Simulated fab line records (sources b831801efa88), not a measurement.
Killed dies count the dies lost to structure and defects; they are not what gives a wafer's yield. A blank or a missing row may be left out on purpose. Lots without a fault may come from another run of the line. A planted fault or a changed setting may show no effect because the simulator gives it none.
fab line records	flow sky130
record lots=6	wafers=18	lastDay=50
route steps=708 shown LOCAL_INTERCONNECT@388 PAD_OPEN@708
lots with no fault: from the same line, run without faults
startH: start of the lot's first displayed wafer, in hours after the record's first day	waitH: how many hours have passed since the lot's step before this one	" repeats the value in the row above	L1.1+2: a row that stands for several wafers	- either no value or no given start	* or withheld: withheld	< > ~ a bound
route shown NAME@n: a module of which the file shows steps, and the number in the route of the first	usual: the fault-free wafers' mean and standard deviation	same: alike in all rows	chamber/n: place in a boat	sites: per-site readings	_std_site: standard deviation of those values	_edge_site: outer sites' mean less inner sites'	radiusMm: for every site, how far away it sits from the centre of the wafer	mask NAME#n: copy n	behind: the last tool/chamber to shape the wafer	hold: cause of the lot's hold/its duration in hours/its outcome	device: whichever transistor did not switch (one of n, p or np)	end of line: at the end of the route, the tests of the same wafers	a step with no rows: only its recipe	killed: not the wafer's yield, but the dies lost to structure and defects at the first sort	map: dies across one wafer; x = killed, . = not, _ = none there
set.NAME: the run value of the setting; set.NAME@STEP: its run value at that earlier step	model.NAME: the simulator's own value behind a step, which no gauge read
lots at some steps of the route; a table a step, a row a wafer
services: when a tool's chamber went out of use (startH, in hours from the record's first day, below 0 if earlier), for how many hours, and the reason
## steps
# step SKY_LOCAL_INTERCONNECT_RS_MEAS_01
# recipe thkMeasGauge=four-point-probe	reads=TiN_of_LOCAL_INTERCONNECT_SPUTTER_00
# usual LOCAL_INTERCONNECT_TIN_RS=14.10/0.17
lot.wafer	tool	chamber	startH	waitH	LOCAL_INTERCONNECT_TIN_RS[ohm/sq]
L795.1	filmMetro-03	-	684.12	0.0	14.07
L795.4	"	-	"	"	13.91
L795.5	"	-	"	"	14.08
L801.1	filmMetro-01	-	727.50	0.0	13.92
L801.2	"	-	"	"	14.17
L801.3	"	-	"	"	14.00
L802.1	filmMetro-04	-	736.10	0.0	14.20
L802.4	"	-	"	"	14.14
L802.5	"	-	"	"	14.09
L814.2	filmMetro-04	-	825.17	0.1	14.00
L814.3	"	-	"	"	13.88
L814.4	"	-	"	"	14.01
L817.1	filmMetro-03	-	844.65	0.0	14.31
L817.5	"	-	"	"	14.29
L817.6	"	-	"	"	14.37
L818.1	filmMetro-01	-	851.21	0.0	14.29
L818.5	"	-	"	"	14.29
L818.6	"	-	"	"	14.21
# step SKY_LOCAL_INTERCONNECT_THK_MEAS_02
# recipe thkMeasGauge=xrf	reads=TiN_of_LOCAL_INTERCONNECT_SPUTTER_00
# usual LOCAL_INTERCONNECT_TIN_THK=100.2/1.2
lot.wafer	tool	chamber	startH	waitH	LOCAL_INTERCONNECT_TIN_THK[nm]
L795.1	filmMetro-03	-	684.24	0.1	100.2
L795.4	"	-	"	"	101.2
L795.5	"	-	"	"	99.6
L801.1	filmMetro-01	-	727.62	0.1	101.3
L801.2	"	-	"	"	100.1
L801.3	"	-	"	"	101.1
L802.1	filmMetro-04	-	736.22	0.1	99.5
L802.4	"	-	"	"	99.9
L802.5	"	-	"	"	100.4
L814.2	filmMetro-04	-	825.28	0.1	100.2
L814.3	"	-	"	"	101.0
L814.4	"	-	"	"	100.0
L817.1	filmMetro-03	-	844.77	0.1	98.3
L817.5	"	-	"	"	98.7
L817.6	"	-	"	"	98.7
L818.1	filmMetro-01	-	851.33	0.1	98.9
L818.5	"	-	"	"	98.8
L818.6	"	-	"	"	99.2
# step SKY_LOCAL_INTERCONNECT_DEHYDRATE_03
# recipe tempC=200	timeS=60
# step SKY_LOCAL_INTERCONNECT_HMDS_04
# recipe primeTimeS=60	primeTempC=120
# step SKY_LOCAL_INTERCONNECT_COAT_05
# recipe resist=BARC	tempC=withheld	timeS=withheld	spinRpm=3000	resistThkNm=60
# step SKY_LOCAL_INTERCONNECT_COAT_06
# recipe resist=KrF-thick	spinRpm=3000	resistThkNm=450
# step SKY_LOCAL_INTERCONNECT_SOFTBAKE_07
# recipe tempC=100	timeS=90	resist=KrF-thick
# step SKY_LOCAL_INTERCONNECT_EXPOSE_08
# recipe maskId=LI1M	na=0.8	sourceShape=annular	sigmaInner=0.55	sigmaOuter=0.85	targetCdNm=170	doseMj=28
# step SKY_LOCAL_INTERCONNECT_PEB_09
# recipe pebTempC=withheld	pebTimeS=withheld	resist=KrF-thick
# step SKY_LOCAL_INTERCONNECT_DEVELOP_10
# recipe developTimeS=60	resist=KrF-thick	devTempC=21
# step SKY_LOCAL_INTERCONNECT_CD_MEAS_11
# recipe targetCdNm=170
# usual cdNm=169.6/1.3
lot.wafer	tool	chamber	startH	waitH	cdNm
L795.1	cdSem-01	-	712.50	-	168.4
L795.4	"	-	"	"	169.0
L795.5	"	-	"	"	169.0
L801.1	cdSem-01	-	755.16	-	168.8
L801.2	"	-	"	"	168.0
L801.3	"	-	"	"	169.0
L802.1	cdSem-02	-	763.17	-	171.6
L802.4	"	-	"	"	171.9
L802.5	"	-	"	"	170.6
L814.2	cdSem-02	-	851.42	-	169.4
L814.3	"	-	"	"	170.0
L814.4	"	-	"	"	170.7
L817.1	cdSem-02	-	870.65	-	169.4
L817.5	"	-	"	"	168.3
L817.6	"	-	"	"	168.1
L818.1	cdSem-01	-	877.47	-	168.5
L818.5	"	-	"	"	168.1
L818.6	"	-	"	"	167.9
# step SKY_LOCAL_INTERCONNECT_OVL_MEAS_12
# usual LOCAL_INTERCONNECT_OVL=1/5.3
lot.wafer	tool	chamber	startH	waitH	LOCAL_INTERCONNECT_OVL[nm]
L795.1	overlay-01	-	712.62	0.1	14
L795.4	"	-	"	"	5
L795.5	"	-	"	"	3
L801.1	overlay-02	-	755.28	0.1	-8
L801.2	"	-	"	"	-5
L801.3	"	-	"	"	-1
L802.1	overlay-01	-	763.29	0.1	0
L802.4	"	-	"	"	9
L802.5	"	-	"	"	0
L814.2	overlay-02	-	851.52	0.1	-3
L814.3	"	-	"	"	4
L814.4	"	-	"	"	-1
L817.1	overlay-02	-	870.77	0.1	-1
L817.5	"	-	"	"	-3
L817.6	"	-	"	"	8
L818.1	overlay-02	-	877.59	0.1	8
L818.5	"	-	"	"	15
L818.6	"	-	"	"	5
# step SKY_LOCAL_INTERCONNECT_ETCH_13
# recipe chemistry=N2/H2	target=BARC	ionEnergyEv=200	biasW=100	pressureMtorr=30	n2FlowSccm=100	h2FlowSccm=200	icpW=500	stopOn=SiO2	timeS=45.9	targetDepthA=600
# usual biasW=100.00/0.28	chamberPressureMTorr=30.00/0.035	drypumpMotorCurrentA=5.9/0.42	h2FlowSccm=200.0/0.59	oesProductAu=0.855/0.0047	throttleValvePct=13.224/0.0091
lot.wafer	tool	chamber	startH	waitH	biasW	chamberPressureMTorr	drypumpMotorCurrentA	h2FlowSccm	oesProductAu	rfHoursCounterH	throttleValvePct	model.KrF-thick_of_LOCAL_INTERCONNECT_COAT_06.thkNm
L795.1	rieMetal-01	1	712.65	0.0	99.98	29.98	5.1	200.4	0.859	0	13.201	392
L795.4	"	1	"	"	100.30	29.96	5.1	200.6	0.848	-	13.211	389.8
L795.5	"	0	"	"	100.37	30.00	6.2	199.7	0.843	-	13.212	391.2
L801.1	rieMetal-01	1	755.32	0.0	-	-	-	-	-	-	-	435.5
L801.2	"	0	"	"	-	-	-	-	-	-	-	435.5
L801.3	"	1	"	"	-	-	-	-	-	-	-	434.5
L802.1	rieMetal-04	1	763.33	0.0	-	-	-	-	-	-	-	435.7
L802.4	"	1	"	"	-	-	-	-	-	-	-	436.7
L802.5	"	0	"	"	-	-	-	-	-	-	-	436.3
L814.2	rieMetal-04	0	851.58	0.0	100.42	30.06	6.3	200.2	0.857	-	13.220	392.5
L814.3	"	0	"	"	100.15	30.00	6.3	199.6	0.859	-	13.212	393.2
L814.4	"	0	"	"	100.30	30.01	6.3	199.7	0.854	-	13.226	391.8
L817.1	rieMetal-04	1	870.80	0.0	99.95	29.99	5.5	200.7	0.853	0	13.221	392.9
L817.5	"	0	"	"	99.84	29.97	6.4	199.3	0.848	-	13.227	394.1
L817.6	"	1	"	"	99.98	30.02	5.5	200.8	0.855	-	13.229	392.2
L818.1	rieMetal-02	1	877.63	0.0	99.80	30.01	6.3	199.2	0.850	9	13.236	393.5
L818.5	"	1	"	"	100.11	29.95	6.3	199.9	0.858	-	13.230	392.5
L818.6	"	1	"	"	99.48	30.02	6.3	200.2	0.854	-	13.201	393.1
# step SKY_LOCAL_INTERCONNECT_METAL_ETCH_14
# recipe targetDepthNm=110	stopOn=PSG	chemistry=Cl2/BCl3	target=TiN	resistSidewallDeg=88	pressureMtorr=10	icpW=900	biasW=48.5	Cl2_flow_sccm=60	bcl3FlowSccm=30	timeS=31.4
# usual bcl3FlowSccm=30.00/0.088	biasW=48.50/0.15	chamberPressureMTorr=10.000/0.0088	drypumpMotorCurrentA=5.9/0.42	oesProductAu=0.944/0.0086	throttleValvePct=21.898/0.0088
lot.wafer	tool	chamber	startH	waitH	bcl3FlowSccm	biasW	chamberPressureMTorr	drypumpMotorCurrentA	oesProductAu	rfHoursCounterH	throttleValvePct	model.KrF-thick_of_LOCAL_INTERCONNECT_COAT_06.thkNm
L795.1	rieMetal-01	1	712.72	0.0	30.12	48.58	10.004	5.1	0.945	0	21.891	347.5
L795.4	"	1	"	"	30.04	48.62	10.001	5.1	0.949	-	21.896	345.5
L795.5	"	0	"	"	29.83	48.38	9.989	6.2	0.937	-	21.897	346.9
L801.1	rieMetal-01	1	755.38	0.0	30.17	48.41	9.994	5.1	0.373	2	22.271	391.7
L801.2	"	0	"	"	30.03	48.57	10.003	6.2	0.378	10	22.273	391.6
L801.3	"	1	"	"	29.96	48.64	9.993	5.1	0.371	-	22.260	390.9
L802.1	rieMetal-04	1	763.39	0.0	29.88	48.27	9.996	5.5	0.383	13	22.274	391.2
L802.4	"	1	"	"	30.02	48.43	9.999	5.5	0.360	-	22.250	392.6
L802.5	"	0	"	"	30.01	48.43	10.001	6.3	0.372	-	22.256	392.5
L814.2	rieMetal-04	0	851.70	0.1	29.96	48.50	10.001	6.4	0.941	-	21.889	348.7
L814.3	"	0	"	"	30.03	48.40	10.002	6.4	0.949	-	21.893	349.3
L814.4	"	0	"	"	29.80	48.34	9.993	6.4	0.944	-	21.893	347.8
L817.1	rieMetal-04	1	870.87	0.0	29.98	48.55	9.998	5.5	0.937	0	21.915	348.9
L817.5	"	0	"	"	29.92	48.39	9.992	6.4	0.933	-	21.895	350.3
L817.6	"	1	"	"	30.03	48.79	10.001	5.5	0.938	-	21.913	348.4
L818.1	rieMetal-02	1	877.75	0.1	29.99	48.62	10.013	6.3	0.929	9	21.904	349.4
L818.5	"	1	"	"	30.17	48.66	10.009	6.3	0.930	-	21.907	348.5
L818.6	"	1	"	"	30.14	48.57	9.998	6.2	0.935	-	21.880	349
# step SKY_LOCAL_INTERCONNECT_STRIP_15
# recipe chemistry=O2/N2	powerW=1400	pressureMtorr=1500	platenTempC=withheld	o2FlowSccm=3000	n2FlowSccm=300	overashFraction=0.5
# usual chamberPressureMTorr=1499.9/1.2	drypumpMotorCurrentA=5.6/0.37	oesProductAu=0.427/0.0049	stripTimeToEndpointS=4.722/0.016
lot.wafer	tool	chamber	startH	waitH	chamberPressureMTorr	drypumpMotorCurrentA	oesProductAu	rfHoursCounterH	stripTimeToEndpointS
L795.1	plasmaAsher-01	1	712.77	0.0	1498.3	5.5	0.437	31	4.707
L795.4	"	0	"	"	1500.8	4.8	0.427	-	4.679
L795.5	"	1	"	"	1499.0	5.4	0.424	-	4.715
L801.1	plasmaAsher-02	1	755.43	0.0	1499.7	5.7	0.440	64	5.167
L801.2	"	0	"	"	1501.2	5.6	0.450	64	5.156
L801.3	"	0	"	"	1501.3	5.6	0.445	-	5.162
L802.1	plasmaAsher-02	1	763.44	0.0	1499.1	5.8	0.448	65	5.172
L802.4	"	0	"	"	1500.6	5.6	0.443	-	5.183
L802.5	"	1	"	"	1501.4	5.8	0.451	-	5.186
L814.2	plasmaAsher-03	0	851.78	0.1	1499.0	6.0	0.427	11	4.731
L814.3	"	0	"	"	1501.0	6.0	0.429	-	4.740
L814.4	"	1	"	"	1497.7	5.9	0.430	-	4.719
L817.1	plasmaAsher-01	0	870.92	0.0	1498.5	4.8	0.430	49	4.735
L817.5	"	0	"	"	1499.8	4.8	0.417	-	4.734
L817.6	"	1	"	"	1500.9	5.4	0.422	-	4.711
L818.1	plasmaAsher-01	1	877.85	0.1	1500.1	5.4	0.422	49	4.722
L818.5	"	0	"	"	1501.7	4.8	0.429	-	4.725
L818.6	"	1	"	"	1497.8	5.4	0.426	-	4.728
# step SKY_LOCAL_INTERCONNECT_STRIP_16
# recipe chemistry=postEtchResidueRemover	timeS=1200	tempC=72.5
# step SKY_PAD_OPEN_PROBE_99
# usual killed_at_M0_to_M3=44/6.8	killed_at_M4_up=3.4/2	killedAtContacts=24/5.2	killedAtFrontEnd=15/5.2	killedAtOther=0.2/0.46	killedDies=87/9.8	killedOnRim=17/3.8	killedOpen=47/7.5	killedShort=39/6.8
# same grossDies=492	killedAtBackSide=0
lot.wafer	tool	chamber	startH	waitH	killed_at_M0_to_M3	killed_at_M4_up	killedAtContacts	killedAtFrontEnd	killedAtOther	killedDies	killedOnRim	killedOpen	killedShort
L795.1	prober-02	-	1081.30	0.1	52	4	24	20	0	100	21	52	48
L795.4	prober-02	-	1081.45	0.2	43	3	22	18	1	87	20	46	41
L795.5	prober-02	-	1081.50	0.2	40	2	24	11	1	78	16	42	36
L801.1	prober-02	-	1113.34	0.1	209	62	146	12	63	492	96	47	31
L801.2	prober-02	-	1113.39	0.1	216	56	148	7	65	492	96	32	36
L801.3	prober-02	-	1113.44	0.2	202	75	145	14	56	492	96	39	40
L802.1	prober-01	-	1119.72	0.1	205	61	156	11	59	492	96	47	43
L802.4	prober-01	-	1119.87	0.2	219	60	145	15	53	492	96	42	46
L802.5	prober-01	-	1119.92	0.2	197	71	139	12	73	492	96	46	38
L814.2	prober-01	-	1180.79	0.1	42	3	28	8	0	81	14	42	39
L814.3	prober-01	-	1180.84	0.2	48	1	28	14	0	91	21	40	51
L814.4	prober-01	-	1180.89	0.2	39	1	28	16	0	84	18	50	34
L817.1	prober-02	-	1192.20	0.1	45	2	18	19	0	84	17	56	28
L817.5	prober-02	-	1192.40	0.2	55	4	21	6	0	86	19	47	39
L817.6	prober-02	-	1192.45	0.2	41	4	21	16	1	83	17	49	34
L818.1	prober-01	-	1196.49	0.1	48	8	15	14	0	85	15	46	39
L818.5	prober-01	-	1196.69	0.2	30	8	28	16	0	82	15	45	37
L818.6	prober-01	-	1196.74	0.2	52	5	22	11	0	90	18	49	41
# killed by level:class
L795.1 VIA2:geometricParticle:open=10 CONTACT:geometricParticle:open=9 METAL1:geometricParticle:short=8 VIA1:geometricParticle:open=8 FIELD_ISO:geometricParticle:short=5 VIA1:geometricParticle:short=5 METAL2:geometricParticle:short=5 VIA3:geometricParticle:open=5
L795.4 VIA1:geometricParticle:open=14 LOCAL_INTERCONNECT:geometricParticle:short=7 POLY_GATE:geometricParticle:short=6 LI_CONTACT:geometricParticle:open=6 VIA3:geometricParticle:open=6 CONTACT:geometricParticle:open=5 VIA2:geometricParticle:open=5 VIA3:geometricParticle:short=5
L795.5 VIA1:geometricParticle:open=11 CONTACT:geometricParticle:open=10 LOCAL_INTERCONNECT:geometricParticle:short=8 VIA2:geometricParticle:open=7 VIA3:geometricParticle:open=5 FIELD_ISO:geometricParticle:short=4 LI_CONTACT:geometricParticle:open=4 METAL1:geometricParticle:short=4
L801.1 LOCAL_INTERCONNECT:areaEtch=94 VIA4:areaExpose=35 CAPM:areaExpose=33 METAL1:areaExpose=33 VIA2:areaExpose=32 CONTACT:areaExpose=31 CAP2M:areaExpose=30 METAL3:areaExpose=28
L801.2 LOCAL_INTERCONNECT:areaEtch=87 VIA2:areaExpose=39 CONTACT:areaExpose=39 METAL3:areaExpose=36 CAP2M:areaExpose=35 CAPM:areaExpose=30 VIA1:areaExpose=29 METAL2:areaExpose=29
L801.3 LOCAL_INTERCONNECT:areaEtch=87 CONTACT:areaExpose=38 VIA4:areaExpose=38 METAL4:areaExpose=32 CAPM:areaExpose=30 METAL1:areaExpose=29 METAL2:areaExpose=29 VIA1:areaExpose=28
L802.1 LOCAL_INTERCONNECT:areaEtch=102 METAL1:areaExpose=36 VIA4:areaExpose=33 VIA3:areaExpose=30 CAPM:areaExpose=30 CAP2M:areaExpose=29 METAL4:areaExpose=26 CONTACT:areaExpose=25
L802.4 LOCAL_INTERCONNECT:areaEtch=87 METAL1:areaExpose=34 METAL2:areaExpose=31 METAL4:areaExpose=30 VIA1:areaExpose=30 VIA4:areaExpose=29 VIA2:areaExpose=29 CONTACT:areaExpose=29
L802.5 LOCAL_INTERCONNECT:areaEtch=80 CAP2M:areaExpose=42 METAL4:areaExpose=37 CONTACT:areaExpose=36 VIA4:areaExpose=32 CAPM:areaExpose=31 VIA1:areaExpose=31 VIA2:areaExpose=29
L814.2 CONTACT:geometricParticle:open=16 METAL1:geometricParticle:short=8 VIA1:geometricParticle:open=7 METAL2:geometricParticle:short=6 VIA2:geometricParticle:open=5 LI_CONTACT:geometricParticle:open=4 VIA1:geometricParticle:short=4 VIA3:geometricParticle:open=4
L814.3 VIA1:geometricParticle:open=12 METAL1:geometricParticle:short=10 LI_CONTACT:geometricParticle:open=7 METAL2:geometricParticle:short=7 CONTACT:geometricParticle:open=6 LOCAL_INTERCONNECT:geometricParticle:short=5 CONTACT:geometricParticle:short=5 FIELD_ISO:geometricParticle:short=4
L814.4 CONTACT:geometricParticle:open=11 VIA1:geometricParticle:open=9 LI_CONTACT:geometricParticle:open=8 VIA2:geometricParticle:open=8 VIA3:geometricParticle:open=6 FIELD_ISO:geometricParticle:open=4 METAL2:geometricParticle:short=4 FIELD_ISO:geometricParticle:short=3
L817.1 VIA1:geometricParticle:open=16 VIA2:geometricParticle:open=10 CONTACT:geometricParticle:open=6 LI_CONTACT:geometricParticle:open=5 FIELD_ISO:geometricParticle:short=4 FIELD_ISO:geometricParticle:open=4 CONTACT:geometricParticle:short=4 VIA3:geometricParticle:open=4
L817.5 VIA1:geometricParticle:open=16 VIA1:geometricParticle:short=8 LI_CONTACT:geometricParticle:open=7 VIA2:geometricParticle:open=6 CONTACT:geometricParticle:short=5 METAL2:geometricParticle:short=5 VIA3:geometricParticle:open=5 VIA3:geometricParticle:short=4
L817.6 VIA1:geometricParticle:open=17 CONTACT:geometricParticle:open=8 FIELD_ISO:geometricParticle:open=6 VIA2:geometricParticle:open=6 LI_CONTACT:geometricParticle:open=5 METAL1:geometricParticle:short=5 FIELD_ISO:geometricParticle:short=4 VIA3:geometricParticle:open=4
L818.1 VIA3:geometricParticle:open=11 LI_CONTACT:geometricParticle:open=9 VIA1:geometricParticle:open=8 METAL1:geometricParticle:short=7 METAL4:geometricParticle:short=6 VIA1:geometricParticle:short=6 METAL3:geometricParticle:short=6 POLY_GATE:geometricParticle:open=4
L818.5 LI_CONTACT:geometricParticle:open=9 VIA1:geometricParticle:open=8 LOCAL_INTERCONNECT:geometricParticle:short=7 FIELD_ISO:geometricParticle:open=6 CONTACT:geometricParticle:open=6 VIA2:geometricParticle:open=5 METAL4:geometricParticle:short=5 CONTACT:geometricParticle:short=4
L818.6 VIA1:geometricParticle:open=11 CONTACT:geometricParticle:open=9 METAL2:geometricParticle:short=8 LI_CONTACT:geometricParticle:open=7 VIA3:geometricParticle:open=7 METAL1:geometricParticle:short=5 VIA2:geometricParticle:open=5 VIA1:geometricParticle:short=5
# map L801.1 (x killed, . not)
__________xxxxxxxxxx_________
________xxxxxxxxxxxxxx_______
______xxxxxxxxxxxxxxxxxx_____
_____xxxxxxxxxxxxxxxxxxxx____
____xxxxxxxxxxxxxxxxxxxxxx___
___xxxxxxxxxxxxxxxxxxxxxxxx__
__xxxxxxxxxxxxxxxxxxxxxxxxxx_
_xxxxxxxxxxxxxxxxxxxxxxxxxxxx
_xxxxxxxxxxxxxxxxxxxxxxxxxxxx
_xxxxxxxxxxxxxxxxxxxxxxxxxxxx
_xxxxxxxxxxxxxxxxxxxxxxxxxxxx
_xxxxxxxxxxxxxxxxxxxxxxxxxxxx
_xxxxxxxxxxxxxxxxxxxxxxxxxxxx
_xxxxxxxxxxxxxxxxxxxxxxxxxxxx
_xxxxxxxxxxxxxxxxxxxxxxxxxxxx
__xxxxxxxxxxxxxxxxxxxxxxxxxx_
___xxxxxxxxxxxxxxxxxxxxxxxx__
____xxxxxxxxxxxxxxxxxxxxxx___
_____xxxxxxxxxxxxxxxxxxxx____
______xxxxxxxxxxxxxxxxxx_____
________xxxxxxxxxxxxxx_______
__________xxxxxxxxxx_________
# map L802.1 (x killed, . not)
__________xxxxxxxxxx_________
________xxxxxxxxxxxxxx_______
______xxxxxxxxxxxxxxxxxx_____
_____xxxxxxxxxxxxxxxxxxxx____
____xxxxxxxxxxxxxxxxxxxxxx___
___xxxxxxxxxxxxxxxxxxxxxxxx__
__xxxxxxxxxxxxxxxxxxxxxxxxxx_
_xxxxxxxxxxxxxxxxxxxxxxxxxxxx
_xxxxxxxxxxxxxxxxxxxxxxxxxxxx
_xxxxxxxxxxxxxxxxxxxxxxxxxxxx
_xxxxxxxxxxxxxxxxxxxxxxxxxxxx
_xxxxxxxxxxxxxxxxxxxxxxxxxxxx
_xxxxxxxxxxxxxxxxxxxxxxxxxxxx
_xxxxxxxxxxxxxxxxxxxxxxxxxxxx
_xxxxxxxxxxxxxxxxxxxxxxxxxxxx
__xxxxxxxxxxxxxxxxxxxxxxxxxx_
___xxxxxxxxxxxxxxxxxxxxxxxx__
____xxxxxxxxxxxxxxxxxxxxxx___
_____xxxxxxxxxxxxxxxxxxxx____
______xxxxxxxxxxxxxxxxxx_____
________xxxxxxxxxxxxxx_______
__________xxxxxxxxxx_________
## services
tool	chamber	startH	hours	kind
rieMetal-04	-	703.38	2.8	pm
rieMetal-02	-	720.26	2.8	pm
plasmaAsher-03	-	733.75	9.0	pm
plasmaAsher-03	0	733.75	9.0	ventCycle
plasmaAsher-03	1	733.75	9.0	ventCycle
plasmaAsher-03	0	742.75	-	clean
plasmaAsher-03	1	742.75	-	clean
rieMetal-04	-	768.56	14.6	pm
rieMetal-04	-	836.74	0.5	repair
rieMetal-04	1	837.76	-	clean
rieMetal-04	1	837.76	22.3	scheduledDown
rieMetal-04	1	837.76	22.3	ventCycle
plasmaAsher-02	-	845.74	2.0	repair
plasmaAsher-02	-	856.67	1.9	repair
rieMetal-02	1	857.43	2.4	repair
plasmaAsher-02	-	859.21	14.6	pm
rieMetal-02	0	862.28	19.8	repair
## key
firstSign step=SKY_LOCAL_INTERCONNECT_ETCH_13	reading=toolRecord	direction=missing
effect step=SKY_LOCAL_INTERCONNECT_METAL_ETCH_14	reading=oesProductAu	direction=down	sigmas=67	usual=0.944	struck=0.373
effect step=SKY_LOCAL_INTERCONNECT_STRIP_15	reading=stripTimeToEndpointS	direction=up	sigmas=28	usual=*	struck=*
effect step=SKY_PAD_OPEN_PROBE_99	reading=killedAtOther	direction=up	sigmas=61	usual=0.2	struck=61.5
modelEffect step=SKY_LOCAL_INTERCONNECT_ETCH_13	value=KrF-thick_of_LOCAL_INTERCONNECT_COAT_06.thkNm	without=392.3	struck=435.7
modelEffect step=SKY_LOCAL_INTERCONNECT_METAL_ETCH_14	value=KrF-thick_of_LOCAL_INTERCONNECT_COAT_06.thkNm	without=348.4	struck=391.8
moreKillsBornAt SKY_LOCAL_INTERCONNECT_ETCH_13@rieMetal-04=269	SKY_LOCAL_INTERCONNECT_ETCH_13@rieMetal-01=268
metAt SKY_LOCAL_INTERCONNECT_ETCH_13
struckWafers L801.1,L801.2,L801.3,L802.1,L802.4,L802.5
laterRowsLeftOut L801.1,L801.2,L801.3,L802.1,L802.4,L802.5
testerLeftOut L801,L802
onsetBetween 712.65 755.32
fault kind=skippedStepWhole	tool=rieMetal-01,rieMetal-04	chamber=-	onsetH=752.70	steps=SKY_LOCAL_INTERCONNECT_ETCH_13	scope=struckLotsOnly
# testerLeftOut: of these lots the tester's yield and bins aren't shown, on N5 and GAA mostly nor the transistor test; their killed dies are dies lost to structure and defects alone, not to doping, threshold or leakage, so they don't give the yield
# laterRowsLeftOut: the simulator's readings of these wafers behind a module that went badly wrong aren't trusted and aren't shown, but for the sort
